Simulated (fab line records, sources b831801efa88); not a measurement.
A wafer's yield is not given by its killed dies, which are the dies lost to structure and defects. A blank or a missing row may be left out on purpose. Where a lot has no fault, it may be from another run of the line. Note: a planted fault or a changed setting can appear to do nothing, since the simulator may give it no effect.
A single fault, viewed from 2 desks ; flow gf180mcu ; each desk has only its own numbers; what lay behind them comes last

DESK OF THE TOOL OWNER: litho track-03
The tool's own readings at GF_M4_PEB_12 (peb time 90 s): means of the sampled wafers that have a number, for each lot that ran on this tool. A lot is out of limits, marked OUT, if its mean lies more than 4 standard deviations from the usual mean; the brackets give that distance.
Columns: A = heater power total W at GF_M4_PEB_12, usual 85.70 W; B = plate temp C at GF_M4_PEB_12, usual 134.98 C
lot;first seen here;A;B
L996;day 24 07:41;85.70;134.83
L997;day 25 05:56;85.76;135.01
L102;day 26 20:17;85.74;135.12
L105;day 27 09:29;86.69 (+11) OUT;136.23 (+10) OUT
L108;day 28 09:34;86.83 (+13) OUT;136.34 (+11) OUT
This desk's verdict: out of limits on L105, L108, starting with L105 at day 27 09:29 (heater power total W at GF_M4_PEB_12). L996, L997, L102: within limits.

METROLOGY DESK
What the gauges read for every lot (on any tool): the sampled wafers with a number, averaged. A lot is out of limits, marked OUT, if its mean lies more than 4 standard deviations from the usual mean; the brackets give that distance.
Columns: A = V2_W_THK at GF_V2_THK_MEAS_25, usual 375 nm; B = M3_OVL at GF_M3_OVL_MEAS_15, usual 0 nm; C = cd nm at GF_V3_CD_MEAS_14, usual 259.6 nm
lot;first seen here;A;B;C
L993;day 20 05:55;378;2;260.9
L995;day 21 02:54;376;-4;259.6
L994;day 21 03:28;376;-1;258.1
L996;day 21 07:44;374;1;258.5
L998;day 22 06:35;367;-9;257.5
L997;day 22 08:11;370;0;259.6
L999;day 22 20:55;375;0;260.7
L100;day 23 02:34;372;-1;261.4
L101;day 23 06:30;376;6;260.0
L102;day 24 02:04;373;2;259.0
L105;day 24 15:41;372;4;258.4
L108;day 25 16:59;379;2;258.6
L113;day 27 12:47;375;-3;260.3
L114;day 27 13:10;372;-9;259.5
Finding of this desk: none of the 14 lots has anything out of limits.

TAKEN TOGETHER
The tool owner's desk could have raised an alarm at day 27 09:29, on L105, L108.
Nothing out of limits was seen by the metrology desk.
The metrology desk holds a record of L105, L108, inside its limits.
On litho track-03, each named lot ran GF_M4_PEB_12.

WHAT WAS PUT IN BY THE SIMULATOR
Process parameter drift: litho track-03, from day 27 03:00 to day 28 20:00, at GF_M4_PEB_12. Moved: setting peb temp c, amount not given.
Lots struck among those shown: L105, L108.
How many hours passed from the start of the fault until each desk's first out-of-limits reading: the tool owner's desk, 6.
